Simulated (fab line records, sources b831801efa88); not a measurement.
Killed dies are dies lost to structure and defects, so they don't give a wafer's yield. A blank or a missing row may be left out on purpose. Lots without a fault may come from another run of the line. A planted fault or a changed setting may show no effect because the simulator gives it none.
fab line records | flow sky130
record lots=6 wafers=18 last_day=50
route steps=708 shown POLY_CUT@314 SD_P@320 PAD_OPEN@708
lots that met no fault: from a run of the same line without faults
start_h: hours from the record's first day to the start of the lot's first wafer shown | wait_h: hours since the lot's step before | " the same as in the row above | L1.1+2: a row that stands for several wafers | - no value, or no start given | * or withheld: withheld | < > ~ a bound
route shown NAME@n: a module of which the file shows steps, and the number in the route of the first | usual: mean/standard deviation of fault-free wafers | same: alike in all rows | chamber/n: place in a boat | sites: the reading at each site | _std_site: their standard deviation | _edge_site: outer sites' mean less inner sites' | radius_mm: how far each site lies from the wafer's centre | mask NAME#n: copy n | behind: the tool/chamber that last shaped the wafer | hold: why the lot was held/for how many hours/how that ended | device: the transistor (n, p or np) that didn't switch | end of line: the same wafers' tests at the end of the route | a step without rows: its recipe alone | killed: dies lost to structure and defects at the first sort, not the wafer's yield | map: a wafer's dies, x killed, . not, _ none there
set.NAME: the setting as run; set.NAME@STEP: as run at that earlier step | model.NAME: the simulator's own value behind a step, which no gauge read
lots at some steps of the route; a table a step, a row a wafer
services: from which hour (start_h, from the record's first day; less than 0 if before it) a tool's chamber was out of use, for how many hours, and why
## steps
# step SKY_POLY_CUT_DEVELOP_07
# recipe develop_time_s=60 resist=KrF-thick dev_temp_c=21
# step SKY_POLY_CUT_CD_MEAS_08
# recipe target_cd_nm=270
# usual cd_nm=270.6/1.4
# columns lot.wafer tool chamber start_h wait_h cd_nm
L752.3 cd_sem-01 - 578.89 - 270.5
L752.5 " - " " 272.1
L752.6 " - " " 271.1
L755.2 cd_sem-02 - 602.15 - 270.7
L755.3 " - " " 272.0
L755.5 " - " " 270.2
L768.2 cd_sem-02 - 706.22 - 270.9
L768.4 " - " " 271.1
L768.5 " - " " 270.8
L767.3 cd_sem-01 - 708.87 - 266.5
L767.4 " - " " 267.9
L767.5 " - " " 266.6
L771.2 cd_sem-02 - 727.29 - 271.5
L771.3 " - " " 270.3
L771.5 " - " " 271.8
L770.2 cd_sem-01 - 736.21 - 270.3
L770.4 " - " " 271.2
L770.6 " - " " 270.0
# step SKY_POLY_CUT_OVL_MEAS_09
# usual POLY_CUT_OVL=0/5.4
# columns lot.wafer tool chamber start_h wait_h POLY_CUT_OVL[nm]
L752.3 overlay-02 - 578.99 0.1 -3
L752.5 " - " " 0
L752.6 " - " " -5
L755.2 overlay-02 - 602.26 0.1 16
L755.3 " - " " 9
L755.5 " - " " 6
L768.2 overlay-02 - 706.33 0.1 3
L768.4 " - " " 1
L768.5 " - " " 0
L767.3 overlay-01 - 708.97 0.1 1
L767.4 " - " " 4
L767.5 " - " " -1
L771.2 overlay-01 - 727.40 0.1 4
L771.3 " - " " -4
L771.5 " - " " 8
L770.2 overlay-01 - 736.31 0.1 -5
L770.4 " - " " -4
L770.6 " - " " -2
# step SKY_POLY_CUT_ETCH_10
# recipe chemistry=N2/H2 target=BARC ion_energy_ev=200 source_w=500 bias_w=100 pressure_mtorr=30 n2_flow_sccm=100 h2_flow_sccm=200 stop_on=SiO2 time_s=45.9 target_depth_a=600
# usual bias_w=99.99/0.29 drypump_motor_current_A=5.8/0.42 oes_product_au=0.856/0.0046 throttle_valve_pct=13.224/0.0089
# columns lot.wafer tool chamber start_h wait_h bias_w drypump_motor_current_A oes_product_au rf_hours_counter_h throttle_valve_pct
L752.3 rie_diel-04 2 579.01 0.0 100.14 5.6 0.857 1 13.225
L752.5 " 2 " " 99.80 5.6 0.860 - 13.223
L752.6 " 1 " " 99.84 5.7 0.859 - 13.233
L755.2 rie_diel-04 1 602.29 0.0 100.05 5.7 0.854 13 13.215
L755.3 " 2 " " 100.34 5.6 0.851 1 13.221
L755.5 " 3 " " 99.84 5.9 0.851 - 13.213
L768.2 rie_diel-01 2 706.36 0.0 99.49 5.6 0.849 15 13.228
L768.4 " 3 " " 100.16 6.0 0.854 4 13.232
L768.5 " 1 " " 99.91 6.6 0.861 - 13.212
L767.3 rie_diel-03 0 708.99 0.0 100.26 5.4 0.853 3 13.237
L767.4 " 2 " " 99.51 5.7 0.850 7 13.209
L767.5 " 0 " " 100.08 5.4 0.849 - 13.217
L771.2 rie_diel-03 2 727.43 0.0 99.55 5.8 0.861 8 13.215
L771.3 " 0 " " 100.05 5.4 0.857 3 13.223
L771.5 " 3 " " 99.70 4.9 0.857 - 13.223
L770.2 rie_diel-04 1 736.34 0.0 99.54 5.7 0.850 15 13.234
L770.4 " 3 " " 99.70 5.9 0.858 1 13.209
L770.6 " 1 " " 99.63 5.7 0.860 - 13.219
# step SKY_POLY_CUT_ETCH_11
# recipe target=Si3N4 chemistry=CF4/CH2F2/Ar stop_on=poly-Si source_w=600 bias_w=150 pressure_mtorr=40 cf4_flow_sccm=40 ch2f2_flow_sccm=20 Ar_flow_sccm=150 time_s=42.5 target_depth_a=600
# usual bias_w=150.0/0.46 cf4_flow_sccm=40.02/0.13 drypump_motor_current_A=5.8/0.42 oes_product_au=0.830/0.0062 throttle_valve_pct=14.994/0.0089
# columns lot.wafer tool chamber start_h wait_h bias_w cf4_flow_sccm drypump_motor_current_A oes_product_au rf_hours_counter_h throttle_valve_pct
L752.3 rie_diel-04 2 579.05 0.0 149.3 39.93 5.6 0.836 1 14.990
L752.5 " 2 " " 150.4 40.12 5.7 0.837 - 14.983
L752.6 " 1 " " 150.7 40.09 5.7 0.840 - 14.997
L755.2 rie_diel-04 1 602.33 0.0 149.6 39.76 5.7 0.832 13 15.000
L755.3 " 2 " " 150.4 39.88 5.6 0.830 1 14.998
L755.5 " 3 " " 149.1 40.05 5.9 0.834 - 14.996
L768.2 rie_diel-01 2 706.40 0.0 150.0 40.16 5.6 0.834 15 14.999
L768.4 " 3 " " 150.0 39.88 5.9 0.827 4 15.007
L768.5 " 1 " " 149.4 40.12 6.6 0.829 - 15.001
L767.3 rie_diel-03 0 709.03 0.0 149.1 40.00 5.3 0.832 3 14.990
L767.4 " 2 " " 148.9 40.20 5.7 0.833 7 14.979
L767.5 " 0 " " 148.7 40.07 5.4 0.825 - 14.977
L771.2 rie_diel-03 2 727.47 0.0 150.5 39.91 5.7 0.822 8 15.016
L771.3 " 0 " " 149.3 40.05 5.4 0.820 3 14.993
L771.5 " 3 " " 149.8 39.89 4.9 0.830 - 14.989
L770.2 rie_diel-04 1 736.38 0.0 149.3 40.04 5.7 0.828 15 14.985
L770.4 " 3 " " 150.2 40.07 5.9 0.830 1 14.994
L770.6 " 1 " " 149.7 40.06 5.7 0.834 - 14.987
# step SKY_POLY_CUT_STRIP_12
# recipe chemistry=O2/N2 power_w=1400 pressure_mtorr=1500 platen_temp_c=withheld o2_flow_sccm=3000 n2_flow_sccm=300 overash_fraction=0.5
# usual drypump_motor_current_A=5.8/0.51 oes_product_au=0.453/0.0053 strip_time_to_endpoint_s=5.362/0.019
# columns lot.wafer tool chamber start_h wait_h drypump_motor_current_A oes_product_au rf_hours_counter_h strip_time_to_endpoint_s
L752.3 plasma_asher-03 0 579.13 0.1 6.5 0.453 - 5.325
L752.5 " 1 " " 5.6 0.447 - 5.303
L752.6 " 0 " " 6.5 0.450 - 5.341
L755.2 plasma_asher-01 0 602.37 0.0 5.3 0.455 18 5.359
L755.3 " 0 " " 5.3 0.453 - 5.376
L755.5 " 1 " " 6.3 0.451 - 5.348
L768.2 plasma_asher-04 0 706.44 0.0 5.8 0.453 104 5.340
L768.4 " 0 " " 5.8 0.454 - 5.348
L768.5 " 0 " " 5.8 0.455 - 5.368
L767.3 plasma_asher-01 1 709.11 0.1 6.3 0.443 - 5.360
L767.4 " 0 " " 5.3 0.456 - 5.356
L767.5 " 1 " " 6.3 0.457 - 5.367
L771.2 plasma_asher-01 1 727.51 0.0 6.4 0.456 31 5.366
L771.3 " 1 " " 6.4 0.458 - 5.369
L771.5 " 0 " " 5.3 0.453 - 5.375
L770.2 plasma_asher-01 0 736.42 0.0 5.3 0.459 31 5.381
L770.4 " 0 " " 5.3 0.459 - 5.379
L770.6 " 1 " " 6.3 0.458 - 5.369
# step SKY_SD_P_DEHYDRATE_00
# recipe temp_c=200 time_s=60
# step SKY_SD_P_HMDS_01
# recipe prime_time_s=60 prime_temp_c=120
# step SKY_SD_P_COAT_02
# recipe resist=NOVOLAK spin_rpm=3000 resist_thk_nm=1140
# step SKY_SD_P_SOFTBAKE_03
# recipe temp_c=90 time_s=60 resist=NOVOLAK
# step SKY_SD_P_EXPOSE_04
# recipe mask_id=PSDM na=0.6 source_shape=conventional sigma_outer=0.6 polarization=unpolarized target_cd_nm=380 dose_mj=138
# step SKY_SD_P_PEB_05
# recipe temp_c=withheld time_s=* resist=NOVOLAK
# step SKY_SD_P_DEVELOP_06
# recipe resist=NOVOLAK developer=TMAH develop_time_s=60 dev_temp_c=23
# usual developer_temp_C=22.98/0.1
# columns lot.wafer tool chamber start_h wait_h developer_temp_C
L752.3 litho_track-01 0 607.93 0.1 22.88
L752.5 " 0 " " 23.17
L752.6 " 0 " " 22.76
L755.2 litho_track-01 0 631.11 0.1 22.97
L755.3 " 0 " " 22.92
L755.5 " 0 " " 23.01
L768.2 litho_track-01 0 733.16 0.1 23.63
L768.4 " 0 " " 23.69
L768.5 " 0 " " 23.68
L767.3 litho_track-01 0 736.39 0.1 23.71
L767.4 " 0 " " 23.61
L767.5 " 0 " " 23.66
L771.2 litho_track-04 0 754.20 0.1 23.01
L771.3 " 0 " " 22.90
L771.5 " 0 " " 23.01
L770.2 litho_track-04 0 763.85 0.1 22.75
L770.4 " 0 " " 22.87
L770.6 " 0 " " 22.80
# step SKY_SD_P_CD_MEAS_07
# recipe target_cd_nm=380
# usual cd_nm=380/3.1
# columns lot.wafer tool chamber start_h wait_h cd_nm
L752.3 cd_sem-02 - 608.07 0.1 380
L752.5 " - " " 379
L752.6 " - " " 380
L755.2 cd_sem-02 - 631.25 0.1 381
L755.3 " - " " 381
L755.5 " - " " 382
L768.2 cd_sem-01 - 733.31 0.1 377
L768.4 " - " " 377
L768.5 " - " " 376
L767.3 cd_sem-02 - 736.53 0.1 377
L767.4 " - " " 378
L767.5 " - " " 379
L771.2 cd_sem-01 - 754.34 0.1 377
L771.3 " - " " 377
L771.5 " - " " 379
L770.2 cd_sem-01 - 763.99 0.1 381
L770.4 " - " " 383
L770.6 " - " " 385
# step SKY_PAD_OPEN_PROBE_99
# usual killed_at_M0_to_M3=44/7.3 killed_at_M4_up=3.5/1.8 killed_at_contacts=24/5.8 killed_at_front_end=16/4.3 killed_at_other=0.5/0.68 killed_dies=88/9.4 killed_open=48/6.8 killed_short=40/6.1
# same gross_dies=492 killed_at_back_side=0
# columns lot.wafer tool chamber start_h wait_h killed_at_M0_to_M3 killed_at_M4_up killed_at_contacts killed_at_front_end killed_at_other killed_dies killed_open killed_short
L768.4 prober-01 - 1174.22 0.2 48 5 24 17 1 95 47 47
L767.3 prober-02 - 1181.33 0.2 49 5 33 14 0 101 59 41
L767.4 prober-02 - 1181.38 0.2 51 3 17 10 1 82 40 40
L767.5 prober-02 - 1181.43 0.2 24 3 17 17 1 62 28 30
L771.2 prober-02 - 1187.77 0.1 47 3 19 18 0 87 50 37
L771.3 prober-02 - 1187.82 0.2 39 0 19 16 0 74 40 34
L771.5 prober-02 - 1187.92 0.2 40 4 22 14 1 81 48 32
# killed by level:class
L768.4 VIA1:geometric_particle:open=12 METAL1:geometric_particle:short=7 CONTACT:geometric_particle:open=7 VIA1:geometric_particle:short=7 LI_CONTACT:geometric_particle:open=6 CONTACT:geometric_particle:short=6 VIA2:geometric_particle:open=5 METAL2:geometric_particle:short=5
L767.3 VIA1:geometric_particle:open=19 CONTACT:geometric_particle:open=10 CONTACT:geometric_particle:short=8 LI_CONTACT:geometric_particle:open=7 VIA3:geometric_particle:open=6 METAL2:geometric_particle:short=6 VIA2:geometric_particle:open=6 METAL3:geometric_particle:short=4
L767.4 VIA1:geometric_particle:open=11 METAL1:geometric_particle:short=8 VIA2:geometric_particle:open=7 METAL2:geometric_particle:short=7 CONTACT:geometric_particle:open=6 LI_CONTACT:geometric_particle:open=5 VIA1:geometric_particle:short=4 VIA3:geometric_particle:open=4
L767.5 VIA1:geometric_particle:open=5 LI_CONTACT:geometric_particle:open=5 LOCAL_INTERCONNECT:geometric_particle:short=5 VIA1:geometric_particle:short=5 POLY_GATE:geometric_particle:short=4 POLY_GATE:geometric_particle:open=3 CONTACT:geometric_particle:open=3 VIA2:geometric_particle:open=3
L771.2 VIA2:geometric_particle:open=11 VIA1:geometric_particle:open=10 LI_CONTACT:geometric_particle:open=8 VIA1:geometric_particle:short=6 METAL2:geometric_particle:short=6 CONTACT:geometric_particle:open=5 METAL1:geometric_particle:short=5 FIELD_ISO:geometric_particle:open=4
L771.3 VIA1:geometric_particle:open=11 LI_CONTACT:geometric_particle:open=10 CONTACT:geometric_particle:open=6 POLY_GATE:geometric_particle:short=5 VIA2:geometric_particle:open=5 VIA3:geometric_particle:short=5 METAL1:geometric_particle:short=4 FIELD_ISO:geometric_particle:short=3
L771.5 CONTACT:geometric_particle:open=10 VIA1:geometric_particle:open=10 FIELD_ISO:geometric_particle:open=6 LI_CONTACT:geometric_particle:open=5 VIA3:geometric_particle:short=5 VIA2:geometric_particle:open=5 METAL1:geometric_particle:short=5 METAL3:geometric_particle:short=5
## services
# columns tool chamber start_h hours kind
plasma_asher-04 - 573.65 2.3 repair
rie_diel-04 1 579.90 9.7 repair
plasma_asher-03 - 601.60 2.7 repair
rie_diel-03 2 613.92 32.2 repair
rie_diel-03 3 619.54 18.7 repair
rie_diel-03 0 628.94 4.5 repair
rie_diel-04 2 635.59 5.7 repair
rie_diel-04 3 637.04 13.6 repair
rie_diel-01 3 641.58 9.1 repair
plasma_asher-03 - 641.69 2.8 pm
rie_diel-04 0 645.73 7.8 repair
rie_diel-04 2 655.26 3.0 repair
plasma_asher-04 - 681.52 15.6 pm
plasma_asher-01 - 686.82 2.7 repair
rie_diel-01 - 694.35 2.2 repair
plasma_asher-04 - 701.37 1.6 repair
rie_diel-04 - 709.30 0.9 repair
rie_diel-04 - 717.02 1.3 repair
rie_diel-03 2 720.22 1.3 repair
plasma_asher-04 - 733.75 9.0 pm
rie_diel-01 0 740.71 16.5 repair
plasma_asher-03 - 746.18 2.1 repair
rie_diel-01 1 752.20 6.7 repair
plasma_asher-03 - 758.71 14.6 pm
## key
first_sign step=SKY_SD_P_DEVELOP_06 reading=developer_temp_C direction=up sigmas=6.8 usual=* struck=*
effect none on later readings
met_at SKY_SD_P_DEVELOP_06
struck_wafers L767.3,L767.4,L767.5,L768.2,L768.4,L768.5
tester_left_out L767,L768
onset_between 631.11 733.16
fault kind=process_parameter_drift tool=litho_track-01 chamber=- onset_h=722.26 steps=SKY_SD_P_DEVELOP_06 channel=dev_temp_c offset=* shape=step end_h=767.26 acts_in=* stated=*
# tester_left_out: of these lots the tester's yield and bins aren't shown, on N5 and GAA mostly nor the transistor test; their killed dies are dies lost to structure and defects alone, not to doping, threshold or leakage, so they don't give the yield
